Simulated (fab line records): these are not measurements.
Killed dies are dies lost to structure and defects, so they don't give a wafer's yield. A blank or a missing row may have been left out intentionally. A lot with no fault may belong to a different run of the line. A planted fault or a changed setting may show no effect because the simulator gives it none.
fab line records + flow sky130
record
- lots=6
- wafers=18
- last_day=50
route steps=708 shown POLY_CUT@314 SD_P@320 PAD_OPEN@708
lots that met no fault: from a run of the same line without faults
start_h: the number of hours between the record's first day and the start of the first shown wafer of the lot + wait_h: hours since the lot's step before + " repeats the value in the row above + L1.1+2: several wafers, shown together as one row + - no value, or no start given + * or withheld: withheld + < > ~ a bound
route shown NAME@n: names a module that has steps shown in the file, with the first one's number in the route + usual: mean and standard deviation over wafers with no fault + same: alike in all rows + chamber/n: place in a boat + sites: readings site by site + _std_site: standard deviation across them + _edge_site: inner sites' mean taken away from outer sites' mean + radius_mm: how far each site lies from the wafer's centre + mask NAME#n: copy n + behind: the tool/chamber that last shaped the wafer + hold: why the lot was held/for how many hours/how that ended + device: the transistor (n, p or np) that didn't switch + end of line: the same wafers' tests at the end of the route + a step given without rows: its recipe and nothing more + killed: at the first sort, the dies lost to defects and structure; wafer yield is something else + map: dies across one wafer; x = killed, . = not, _ = none there
set.NAME: the run value of the setting; set.NAME@STEP: its run value at that earlier step + model.NAME: the simulator's own value behind a step, which no gauge read
a table for each step, a row for each wafer; lots at some steps of the route
services: when a tool's chamber went out of use (start_h, in hours from the record's first day, below 0 if earlier), for how many hours, and the reason
## steps
# step SKY_POLY_CUT_DEVELOP_07
# recipe
- develop_time_s=60
- resist=KrF-thick
- dev_temp_c=21
# step SKY_POLY_CUT_CD_MEAS_08
# recipe
- target_cd_nm=270
# usual
- cd_nm=270.0/1.6
| lot.wafer | tool      | chamber | start_h | wait_h | cd_nm |
|-----------|-----------|---------|---------|--------|-------|
| L923.1    | cd_sem-02 | -       | 584.55  | -      | 269.1 |
| L923.3    | "         | -       | "       | "      | 268.1 |
| L923.6    | "         | -       | "       | "      | 268.9 |
| L928.1    | cd_sem-02 | -       | 640.96  | -      | 272.1 |
| L928.3    | "         | -       | "       | "      | 272.0 |
| L928.6    | "         | -       | "       | "      | 271.4 |
| L933.1    | cd_sem-02 | -       | 665.61  | -      | 269.7 |
| L933.4    | "         | -       | "       | "      | 269.4 |
| L933.6    | "         | -       | "       | "      | 269.4 |
| L935.2    | cd_sem-02 | -       | 682.52  | -      | 270.6 |
| L935.3    | "         | -       | "       | "      | 270.8 |
| L935.5    | "         | -       | "       | "      | 271.1 |
| L942.1    | cd_sem-02 | -       | 740.45  | -      | 271.8 |
| L942.3    | "         | -       | "       | "      | 272.3 |
| L942.6    | "         | -       | "       | "      | 270.5 |
| L943.2    | cd_sem-02 | -       | 743.72  | -      | 271.8 |
| L943.5    | "         | -       | "       | "      | 271.4 |
| L943.6    | "         | -       | "       | "      | 270.7 |
# step SKY_POLY_CUT_OVL_MEAS_09
# usual
- POLY_CUT_OVL=-1/6.1
| lot.wafer | tool       | chamber | start_h | wait_h | POLY_CUT_OVL[nm] |
|-----------|------------|---------|---------|--------|------------------|
| L923.1    | overlay-01 | -       | 584.67  | 0.1    | -15              |
| L923.3    | "          | -       | "       | "      | -12              |
| L923.6    | "          | -       | "       | "      | -11              |
| L928.1    | overlay-02 | -       | 641.08  | 0.1    | -3               |
| L928.3    | "          | -       | "       | "      | 0                |
| L928.6    | "          | -       | "       | "      | 0                |
| L933.1    | overlay-01 | -       | 665.73  | 0.1    | 3                |
| L933.4    | "          | -       | "       | "      | 3                |
| L933.6    | "          | -       | "       | "      | -7               |
| L935.2    | overlay-02 | -       | 682.63  | 0.1    | -2               |
| L935.3    | "          | -       | "       | "      | -8               |
| L935.5    | "          | -       | "       | "      | -17              |
| L942.1    | overlay-02 | -       | 740.57  | 0.1    | -3               |
| L942.3    | "          | -       | "       | "      | -2               |
| L942.6    | "          | -       | "       | "      | 5                |
| L943.2    | overlay-01 | -       | 743.82  | 0.1    | -3               |
| L943.5    | "          | -       | "       | "      | 11               |
| L943.6    | "          | -       | "       | "      | 0                |
# step SKY_POLY_CUT_ETCH_10
# recipe
- chemistry=N2/H2
- target=BARC
- ion_energy_ev=200
- source_w=500
- bias_w=100
- pressure_mtorr=30
- n2_flow_sccm=100
- h2_flow_sccm=200
- stop_on=SiO2
- time_s=45.9
- target_depth_a=600
# usual
- drypump_motor_current_A=5.8/0.47
- oes_product_au=0.854/0.0049
- throttle_valve_pct=13.225/0.0086
| lot.wafer | tool        | chamber | start_h | wait_h | drypump_motor_current_A | oes_product_au | rf_hours_counter_h | throttle_valve_pct |
|-----------|-------------|---------|---------|--------|-------------------------|----------------|--------------------|--------------------|
| L923.1    | rie_diel-03 | 2       | 584.71  | 0.0    | 6.3                     | 0.864          | 33                 | 13.217             |
| L923.3    | "           | 3       | "       | "      | 5.2                     | 0.864          | 3                  | 13.238             |
| L923.6    | "           | 3       | "       | "      | 5.2                     | 0.845          | -                  | 13.214             |
| L928.1    | rie_diel-03 | 0       | 641.12  | 0.0    | 6.2                     | 0.849          | 7                  | 13.241             |
| L928.3    | "           | 3       | "       | "      | 5.2                     | 0.848          | 5                  | 13.221             |
| L928.6    | "           | 3       | "       | "      | 5.2                     | 0.863          | -                  | 13.235             |
| L933.1    | rie_diel-02 | 1       | 665.77  | 0.0    | 5.3                     | 0.852          | 15                 | 13.228             |
| L933.4    | "           | 2       | "       | "      | 5.7                     | 0.857          | 8                  | 13.214             |
| L933.6    | "           | 3       | "       | "      | 6.2                     | 0.856          | -                  | 13.245             |
| L935.2    | rie_diel-02 | 2       | 682.66  | 0.0    | 5.7                     | 0.857          | 9                  | 13.228             |
| L935.3    | "           | 1       | "       | "      | 5.3                     | 0.844          | 16                 | 13.225             |
| L935.5    | "           | 0       | "       | "      | 5.4                     | 0.850          | -                  | 13.243             |
| L942.1    | rie_diel-01 | 0       | 740.61  | 0.0    | 5.2                     | 0.853          | 15                 | 13.211             |
| L942.3    | "           | 2       | "       | "      | 5.5                     | 0.848          | 5                  | 13.224             |
| L942.6    | "           | 3       | "       | "      | 5.5                     | 0.859          | -                  | 13.240             |
| L943.2    | rie_diel-03 | 0       | 743.85  | 0.0    | 6.2                     | 0.851          | 10                 | 13.225             |
| L943.5    | "           | 0       | "       | "      | 6.1                     | 0.846          | -                  | 13.221             |
| L943.6    | "           | 1       | "       | "      | 6.6                     | 0.860          | -                  | 13.230             |
# step SKY_POLY_CUT_ETCH_11
# recipe
- target=Si3N4
- chemistry=CF4/CH2F2/Ar
- stop_on=poly-Si
- source_w=600
- bias_w=150
- pressure_mtorr=40
- cf4_flow_sccm=40
- ch2f2_flow_sccm=20
- Ar_flow_sccm=150
- time_s=42.5
- target_depth_a=600
# usual
- drypump_motor_current_A=5.8/0.47
- oes_product_au=0.827/0.0065
- throttle_valve_pct=14.994/0.0098
| lot.wafer | tool        | chamber | start_h | wait_h | drypump_motor_current_A | oes_product_au | rf_hours_counter_h | throttle_valve_pct |
|-----------|-------------|---------|---------|--------|-------------------------|----------------|--------------------|--------------------|
| L923.1    | rie_diel-03 | 2       | 584.75  | 0.0    | 6.3                     | 0.829          | 33                 | 15.004             |
| L923.3    | "           | 3       | "       | "      | 5.2                     | 0.817          | 3                  | 14.998             |
| L923.6    | "           | 3       | "       | "      | 5.2                     | 0.820          | -                  | 14.984             |
| L928.1    | rie_diel-03 | 0       | 641.16  | 0.0    | 6.2                     | 0.833          | 7                  | 14.991             |
| L928.3    | "           | 3       | "       | "      | 5.2                     | 0.823          | 5                  | 14.985             |
| L928.6    | "           | 3       | "       | "      | 5.2                     | 0.837          | -                  | 14.994             |
| L933.1    | rie_diel-02 | 1       | 665.81  | 0.0    | 5.3                     | 0.829          | 15                 | 14.996             |
| L933.4    | "           | 2       | "       | "      | 5.7                     | 0.826          | 8                  | 14.994             |
| L933.6    | "           | 3       | "       | "      | 6.2                     | 0.828          | -                  | 14.996             |
| L935.2    | rie_diel-02 | 2       | 682.70  | 0.0    | 5.7                     | 0.830          | 9                  | 14.986             |
| L935.3    | "           | 1       | "       | "      | 5.3                     | 0.822          | 16                 | 14.991             |
| L935.5    | "           | 0       | "       | "      | 5.4                     | 0.825          | -                  | 14.979             |
| L942.1    | rie_diel-01 | 0       | 740.65  | 0.0    | 5.2                     | 0.822          | 15                 | 15.000             |
| L942.3    | "           | 2       | "       | "      | 5.5                     | 0.821          | 5                  | 14.997             |
| L942.6    | "           | 3       | "       | "      | 5.5                     | 0.826          | -                  | 14.990             |
| L943.2    | rie_diel-03 | 0       | 743.90  | 0.0    | 6.1                     | 0.817          | 10                 | 14.998             |
| L943.5    | "           | 0       | "       | "      | 6.1                     | 0.817          | -                  | 14.995             |
| L943.6    | "           | 1       | "       | "      | 6.6                     | 0.825          | -                  | 14.996             |
# step SKY_POLY_CUT_STRIP_12
# recipe
- chemistry=O2/N2
- power_w=1400
- pressure_mtorr=1500
- platen_temp_c=withheld
- o2_flow_sccm=3000
- n2_flow_sccm=300
- overash_fraction=0.5
# usual
- drypump_motor_current_A=5.5/0.43
- oes_product_au=0.452/0.0043
- strip_time_to_endpoint_s=5.355/0.017
| lot.wafer | tool            | chamber | start_h | wait_h | drypump_motor_current_A | oes_product_au | rf_hours_counter_h | strip_time_to_endpoint_s |
|-----------|-----------------|---------|---------|--------|-------------------------|----------------|--------------------|--------------------------|
| L923.1    | plasma_asher-04 | 1       | 584.79  | 0.0    | 5.9                     | 0.459          | 78                 | 5.365                    |
| L923.3    | "               | 1       | "       | "      | 5.8                     | 0.454          | -                  | 5.402                    |
| L923.6    | "               | 0       | "       | "      | 5.1                     | 0.456          | -                  | 5.372                    |
| L928.1    | plasma_asher-02 | 1       | 641.20  | 0.0    | 5.7                     | 0.447          | 94                 | 5.382                    |
| L928.3    | "               | 0       | "       | "      | 5.0                     | 0.459          | -                  | 5.355                    |
| L928.6    | "               | 1       | "       | "      | 5.7                     | 0.458          | -                  | 5.336                    |
| L933.1    | plasma_asher-02 | 1       | 665.85  | 0.0    | 5.7                     | 0.450          | 96                 | 5.331                    |
| L933.4    | "               | 1       | "       | "      | 5.7                     | 0.459          | -                  | 5.349                    |
| L933.6    | "               | 1       | "       | "      | 5.7                     | 0.448          | -                  | 5.329                    |
| L935.2    | plasma_asher-02 | 0       | 682.74  | 0.0    | 5.0                     | 0.451          | 98                 | 5.335                    |
| L935.3    | "               | 1       | "       | "      | 5.7                     | 0.452          | -                  | 5.349                    |
| L935.5    | "               | 1       | "       | "      | 5.7                     | 0.456          | -                  | 5.379                    |
| L942.1    | plasma_asher-04 | 0       | 740.69  | 0.0    | 5.1                     | 0.449          | 94                 | 5.327                    |
| L942.3    | "               | 1       | "       | "      | 5.8                     | 0.452          | -                  | 5.330                    |
| L942.6    | "               | 0       | "       | "      | 5.1                     | 0.453          | -                  | 5.326                    |
| L943.2    | plasma_asher-04 | 0       | 743.94  | 0.0    | 5.1                     | 0.442          | 94                 | 5.347                    |
| L943.5    | "               | 1       | "       | "      | 5.9                     | 0.457          | -                  | 5.351                    |
| L943.6    | "               | 0       | "       | "      | 5.1                     | 0.448          | -                  | 5.345                    |
# step SKY_SD_P_DEHYDRATE_00
# recipe
- temp_c=200
- time_s=60
# step SKY_SD_P_HMDS_01
# recipe
- prime_time_s=60
- prime_temp_c=120
# step SKY_SD_P_COAT_02
# recipe
- resist=NOVOLAK
- spin_rpm=3000
- resist_thk_nm=1140
# step SKY_SD_P_SOFTBAKE_03
# recipe
- temp_c=90
- time_s=60
- resist=NOVOLAK
# step SKY_SD_P_EXPOSE_04
# recipe
- mask_id=PSDM
- na=0.6
- source_shape=conventional
- sigma_outer=0.6
- polarization=unpolarized
- target_cd_nm=380
- dose_mj=138
# step SKY_SD_P_PEB_05
# recipe
- temp_c=withheld
- time_s=*
- resist=NOVOLAK
# step SKY_SD_P_DEVELOP_06
# recipe
- resist=NOVOLAK
- developer=TMAH
- develop_time_s=60
- dev_temp_c=23
# usual
- chill_plate_temp_C=23.00/0.11
- developer_temp_C=22.98/0.11
| lot.wafer | tool           | chamber | start_h | wait_h | chill_plate_temp_C | developer_temp_C |
|-----------|----------------|---------|---------|--------|--------------------|------------------|
| L923.1    | litho_track-01 | 0       | 613.51  | 0.1    | 23.03              | 22.99            |
| L923.3    | "              | 0       | "       | "      | 23.07              | 22.65            |
| L923.6    | "              | 0       | "       | "      | 23.03              | 22.98            |
| L928.1    | litho_track-02 | 0       | 669.75  | 0.1    | 23.13              | 23.07            |
| L928.3    | "              | 0       | "       | "      | 23.13              | 23.23            |
| L928.6    | "              | 0       | "       | "      | 23.23              | 22.98            |
| L933.1    | litho_track-02 | 0       | 693.40  | 0.1    | 23.05              | 20.77            |
| L933.4    | "              | 0       | "       | "      | 23.06              | 20.82            |
| L933.6    | "              | 0       | "       | "      | 22.92              | 20.72            |
| L935.2    | litho_track-02 | 0       | 710.58  | 0.1    | 23.03              | 20.94            |
| L935.3    | "              | 0       | "       | "      | 22.97              | 20.80            |
| L935.5    | "              | 0       | "       | "      | 22.90              | 20.87            |
| L942.1    | litho_track-01 | 0       | 767.81  | 0.1    | 22.93              | 22.82            |
| L942.3    | "              | 0       | "       | "      | 22.95              | 22.90            |
| L942.6    | "              | 0       | "       | "      | 22.83              | 22.75            |
| L943.2    | litho_track-03 | 0       | 770.50  | 0.1    | 22.89              | 23.11            |
| L943.5    | "              | 0       | "       | "      | 23.14              | 23.06            |
| L943.6    | "              | 0       | "       | "      | 22.97              | 23.03            |
# step SKY_SD_P_CD_MEAS_07
# recipe
- target_cd_nm=380
# usual
- cd_nm=380.1/2.6
| lot.wafer | tool      | chamber | start_h | wait_h | hold                     | cd_nm |
|-----------|-----------|---------|---------|--------|--------------------------|-------|
| L923.1    | cd_sem-02 | -       | 613.66  | 0.1    | -                        | 380.8 |
| L923.3    | "         | -       | "       | "      | -                        | 381.2 |
| L923.6    | "         | -       | "       | "      | -                        | 380.7 |
| L928.1    | cd_sem-02 | -       | 669.90  | 0.1    | -                        | 375.7 |
| L928.3    | "         | -       | "       | "      | -                        | 377.0 |
| L928.6    | "         | -       | "       | "      | -                        | 379.4 |
| L933.1    | cd_sem-02 | -       | 693.67  | 0.2    | -                        | 387.7 |
| L933.4    | "         | -       | "       | "      | -                        | 387.7 |
| L933.6    | "         | -       | "       | "      | -                        | 386.0 |
| L935.2    | cd_sem-02 | -       | 710.72  | 0.1    | await_dispo/0.2h/release | 389.5 |
| L935.3    | "         | -       | "       | "      | await_dispo/0.2h/release | 391.4 |
| L935.5    | "         | -       | "       | "      | await_dispo/0.2h/release | 388.5 |
| L935.2    | cd_sem-02 | -       | 711.01  | 0.3    | -                        | 389.1 |
| L935.3    | "         | -       | "       | "      | -                        | 391.2 |
| L935.5    | "         | -       | "       | "      | -                        | 388.2 |
| L942.1    | cd_sem-02 | -       | 767.96  | 0.1    | -                        | 373.2 |
| L942.3    | "         | -       | "       | "      | -                        | 375.6 |
| L942.6    | "         | -       | "       | "      | -                        | 374.8 |
| L943.2    | cd_sem-02 | -       | 770.64  | 0.1    | -                        | 375.7 |
| L943.5    | "         | -       | "       | "      | -                        | 376.7 |
| L943.6    | "         | -       | "       | "      | -                        | 377.2 |
# step SKY_SD_P_OVL_MEAS_08
# usual
- SD_P_OVL=0.5/1.3
| lot.wafer | tool       | chamber | start_h | wait_h | hold                     | SD_P_OVL[nm] |
|-----------|------------|---------|---------|--------|--------------------------|--------------|
| L923.1    | overlay-01 | -       | 613.78  | 0.1    | -                        | 0.7          |
| L923.3    | "          | -       | "       | "      | -                        | 1.5          |
| L923.6    | "          | -       | "       | "      | -                        | 1.6          |
| L928.1    | overlay-02 | -       | 670.02  | 0.1    | -                        | 3.1          |
| L928.3    | "          | -       | "       | "      | -                        | 3.1          |
| L928.6    | "          | -       | "       | "      | -                        | 0.8          |
| L933.1    | overlay-02 | -       | 693.79  | 0.1    | -                        | 0.4          |
| L933.4    | "          | -       | "       | "      | -                        | 0.0          |
| L933.6    | "          | -       | "       | "      | -                        | 0.1          |
| L935.2    | overlay-01 | -       | 716.00  | 5.0    | await_dispo/4.9h/release | -0.4         |
| L935.3    | "          | -       | "       | "      | await_dispo/4.9h/release | -0.3         |
| L935.5    | "          | -       | "       | "      | await_dispo/4.9h/release | -0.1         |
| L942.1    | overlay-01 | -       | 768.08  | 0.1    | -                        | 3.5          |
| L942.3    | "          | -       | "       | "      | -                        | 4.1          |
| L942.6    | "          | -       | "       | "      | -                        | 3.8          |
| L943.2    | overlay-02 | -       | 770.75  | 0.1    | -                        | -0.1         |
| L943.5    | "          | -       | "       | "      | -                        | 1.1          |
| L943.6    | "          | -       | "       | "      | -                        | -1.6         |
# step SKY_PAD_OPEN_PROBE_99
# usual
- killed_at_M0_to_M3=43/6.6
- killed_at_M4_up=2.9/1.6
- killed_at_contacts=24/4.9
- killed_at_front_end=15/4.5
- killed_at_other=0.2/0.45
- killed_dies=86/8.8
- killed_open=48/6.4
- killed_short=38/5.6
# same
- gross_dies=492
- killed_at_back_side=0
| lot.wafer | tool      | chamber | start_h | wait_h | killed_at_M0_to_M3 | killed_at_M4_up | killed_at_contacts | killed_at_front_end | killed_at_other | killed_dies | killed_open | killed_short |
|-----------|-----------|---------|---------|--------|--------------------|-----------------|--------------------|---------------------|-----------------|-------------|-------------|--------------|
| L923.1    | prober-01 | -       | 1097.07 | 0.1    | 34                 | 3               | 30                 | 12                  | 0               | 79          | 48          | 31           |
| L923.3    | prober-01 | -       | 1097.17 | 0.2    | 44                 | 2               | 28                 | 13                  | 0               | 87          | 44          | 43           |
| L923.6    | prober-01 | -       | 1097.32 | 0.2    | 38                 | 3               | 18                 | 13                  | 0               | 72          | 40          | 32           |
| L928.1    | prober-01 | -       | 1136.93 | 0.1    | 49                 | 2               | 33                 | 18                  | 0               | 102         | 51          | 51           |
| L928.3    | prober-01 | -       | 1137.03 | 0.2    | 39                 | 2               | 34                 | 15                  | 1               | 91          | 59          | 32           |
| L928.6    | prober-01 | -       | 1137.18 | 0.2    | 53                 | 3               | 26                 | 11                  | 0               | 93          | 45          | 48           |
| L933.1    | prober-01 | -       | 1153.32 | 0.1    | 40                 | 4               | 25                 | 15                  | 0               | 84          | 48          | 36           |
| L933.4    | prober-01 | -       | 1153.47 | 0.2    | 53                 | 3               | 16                 | 22                  | 1               | 95          | 62          | 33           |
| L933.6    | prober-01 | -       | 1153.57 | 0.2    | 38                 | 3               | 25                 | 19                  | 0               | 85          | 43          | 42           |
| L935.2    | prober-02 | -       | 1162.83 | 0.1    | 42                 | 2               | 18                 | 19                  | 1               | 82          | 52          | 30           |
| L935.3    | prober-02 | -       | 1162.88 | 0.2    | 48                 | 5               | 30                 | 12                  | 1               | 96          | 54          | 42           |
| L935.5    | prober-02 | -       | 1162.98 | 0.2    | 43                 | 0               | 26                 | 18                  | 1               | 88          | 51          | 37           |
| L943.2    | prober-02 | -       | 1203.83 | 0.1    | 27                 | 2               | 21                 | 6                   | 0               | 56          | 31          | 25           |
| L943.5    | prober-02 | -       | 1203.98 | 0.2    | 44                 | 6               | 29                 | 5                   | 0               | 84          | 49          | 35           |
| L943.6    | prober-02 | -       | 1204.03 | 0.2    | 34                 | 2               | 26                 | 9                   | 0               | 71          | 35          | 36           |
# killed by level:class
L923.1 LI_CONTACT:geometric_particle:open=10 CONTACT:geometric_particle:open=9 VIA3:geometric_particle:open=8 VIA1:geometric_particle:open=6 VIA2:geometric_particle:short=5 CONTACT:geometric_particle:short=4 FIELD_ISO:geometric_particle:short=3 POLY_GATE:geometric_particle:open=3
L923.3 CONTACT:geometric_particle:open=13 VIA1:geometric_particle:open=11 LOCAL_INTERCONNECT:geometric_particle:short=7 METAL1:geometric_particle:short=6 METAL2:geometric_particle:short=6 VIA2:geometric_particle:open=6 FIELD_ISO:geometric_particle:short=5 VIA3:geometric_particle:open=5
L923.6 VIA1:geometric_particle:open=11 CONTACT:geometric_particle:open=8 VIA1:geometric_particle:short=5 METAL2:geometric_particle:short=5 FIELD_ISO:geometric_particle:open=4 FIELD_ISO:geometric_particle:short=3 LI_CONTACT:geometric_particle:open=3 LOCAL_INTERCONNECT:geometric_particle:open=3
L928.1 CONTACT:geometric_particle:open=14 VIA3:geometric_particle:open=10 FIELD_ISO:geometric_particle:short=8 METAL1:geometric_particle:short=8 LI_CONTACT:geometric_particle:open=7 VIA1:geometric_particle:open=7 VIA2:geometric_particle:open=5 CONTACT:geometric_particle:short=5
L928.3 LI_CONTACT:geometric_particle:open=12 VIA1:geometric_particle:open=12 CONTACT:geometric_particle:open=9 VIA3:geometric_particle:open=9 FIELD_ISO:geometric_particle:open=6 CONTACT:geometric_particle:short=6 FIELD_ISO:geometric_particle:short=5 LI_CONTACT:geometric_particle:short=4
L928.6 VIA1:geometric_particle:open=11 VIA3:geometric_particle:open=8 METAL3:geometric_particle:short=7 LI_CONTACT:geometric_particle:open=7 METAL1:geometric_particle:short=7 CONTACT:geometric_particle:open=7 CONTACT:geometric_particle:short=5 FIELD_ISO:geometric_particle:short=4
L933.1 VIA3:geometric_particle:open=9 CONTACT:geometric_particle:open=7 VIA1:geometric_particle:open=7 VIA2:geometric_particle:open=7 FIELD_ISO:geometric_particle:short=5 LI_CONTACT:geometric_particle:open=5 VIA1:geometric_particle:short=5 FIELD_ISO:geometric_particle:open=4
L933.4 VIA1:geometric_particle:open=14 VIA3:geometric_particle:open=9 VIA2:geometric_particle:open=9 POLY_GATE:geometric_particle:short=6 FIELD_ISO:geometric_particle:open=6 CONTACT:geometric_particle:open=6 METAL3:geometric_particle:short=5 POLY_GATE:geometric_particle:open=4
L933.6 VIA1:geometric_particle:open=8 POLY_GATE:geometric_particle:open=7 CONTACT:geometric_particle:open=7 VIA2:geometric_particle:open=7 METAL3:geometric_particle:short=7 LI_CONTACT:geometric_particle:open=6 LI_CONTACT:geometric_particle:short=5 FIELD_ISO:geometric_particle:short=4
L935.2 VIA1:geometric_particle:open=14 FIELD_ISO:geometric_particle:open=7 VIA2:geometric_particle:open=6 CONTACT:geometric_particle:open=6 FIELD_ISO:geometric_particle:short=5 LI_CONTACT:geometric_particle:open=5 CONTACT:geometric_particle:short=5 VIA3:geometric_particle:short=5
L935.3 CONTACT:geometric_particle:open=14 VIA2:geometric_particle:open=10 VIA1:geometric_particle:open=8 VIA3:geometric_particle:short=7 LI_CONTACT:geometric_particle:open=6 FIELD_ISO:geometric_particle:short=5 CONTACT:geometric_particle:short=5 METAL2:geometric_particle:short=5
L935.5 VIA2:geometric_particle:open=14 CONTACT:geometric_particle:open=13 CONTACT:geometric_particle:short=8 FIELD_ISO:geometric_particle:short=6 VIA1:geometric_particle:open=6 VIA2:geometric_particle:short=5 VIA3:geometric_particle:open=5 METAL1:geometric_particle:short=4
L943.2 VIA1:geometric_particle:open=7 LI_CONTACT:geometric_particle:open=6 VIA2:geometric_particle:open=6 CONTACT:geometric_particle:open=5 LI_CONTACT:geometric_particle:short=4 METAL1:geometric_particle:short=4 LOCAL_INTERCONNECT:geometric_particle:short=3 VIA1:geometric_particle:short=3
L943.5 VIA1:geometric_particle:open=14 CONTACT:geometric_particle:open=10 VIA2:geometric_particle:open=10 LI_CONTACT:geometric_particle:open=9 VIA1:geometric_particle:short=6 METAL4:geometric_particle:short=5 LOCAL_INTERCONNECT:geometric_particle:short=4 METAL1:geometric_particle:short=4
L943.6 CONTACT:geometric_particle:open=11 VIA1:geometric_particle:open=8 CONTACT:geometric_particle:short=6 METAL2:geometric_particle:short=6 VIA3:geometric_particle:open=5 LI_CONTACT:geometric_particle:short=4 LI_CONTACT:geometric_particle:open=4 VIA2:geometric_particle:short=4
## services
| tool            | chamber | start_h | hours | kind           |
|-----------------|---------|---------|-------|----------------|
| plasma_asher-02 | -       | 582.64  | 4.0   | repair         |
| rie_diel-03     | 0       | 588.20  | 4.4   | repair         |
| rie_diel-02     | 3       | 599.23  | 23.6  | repair         |
| plasma_asher-02 | -       | 604.09  | 14.6  | pm             |
| rie_diel-03     | 2       | 613.23  | 5.8   | repair         |
| rie_diel-02     | 1       | 645.93  | 2.3   | repair         |
| rie_diel-03     | 2       | 651.07  | 12.0  | repair         |
| rie_diel-01     | 0       | 677.27  | 10.3  | repair         |
| rie_diel-01     | 0       | 689.48  | 22.1  | repair         |
| plasma_asher-02 | -       | 698.84  | 2.2   | repair         |
| plasma_asher-04 | -       | 703.91  | 2.8   | pm             |
| rie_diel-01     | 1       | 720.09  | 8.3   | repair         |
| rie_diel-02     | 3       | 724.93  | 6.5   | repair         |
| plasma_asher-02 | -       | 733.75  | 9.0   | pm             |
| plasma_asher-02 | 0       | 733.75  | 9.0   | vent_cycle     |
| plasma_asher-02 | 1       | 733.75  | 9.0   | vent_cycle     |
| rie_diel-02     | 0       | 742.45  | 4.2   | repair         |
| plasma_asher-02 | 0       | 742.75  | -     | clean          |
| plasma_asher-02 | 1       | 742.75  | -     | clean          |
| rie_diel-03     | -       | 749.70  | 0.8   | repair         |
| rie_diel-01     | 3       | 758.34  | -     | clean          |
| rie_diel-01     | 3       | 758.34  | 11.4  | scheduled_down |
| rie_diel-01     | 3       | 758.34  | 11.4  | vent_cycle     |
| plasma_asher-02 | -       | 762.01  | 2.1   | repair         |
## key
first_sign
- step=SKY_SD_P_DEVELOP_06
- reading=developer_temp_C
- direction=down
- sigmas=19
- usual=*
- struck=*
effect
- step=SKY_SD_P_CD_MEAS_07
- reading=visit
- direction=added
met_at SKY_SD_P_DEVELOP_06
struck_wafers L933.1,L933.4,L933.6,L935.2,L935.3,L935.5
tester_left_out L933,L935
onset_between 669.75 693.40
fault
- kind=process_parameter_drift
- tool=litho_track-02
- chamber=-
- onset_h=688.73
- steps=SKY_SD_P_DEVELOP_06
- channel=dev_temp_c
- offset=*
- shape=step
- end_h=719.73
- acts_in=*
- stated=*
# tester_left_out: of these lots the tester's yield and bins aren't shown, on N5 and GAA mostly nor the transistor test; their killed dies are dies lost to structure and defects alone, not to doping, threshold or leakage, so they don't give the yield
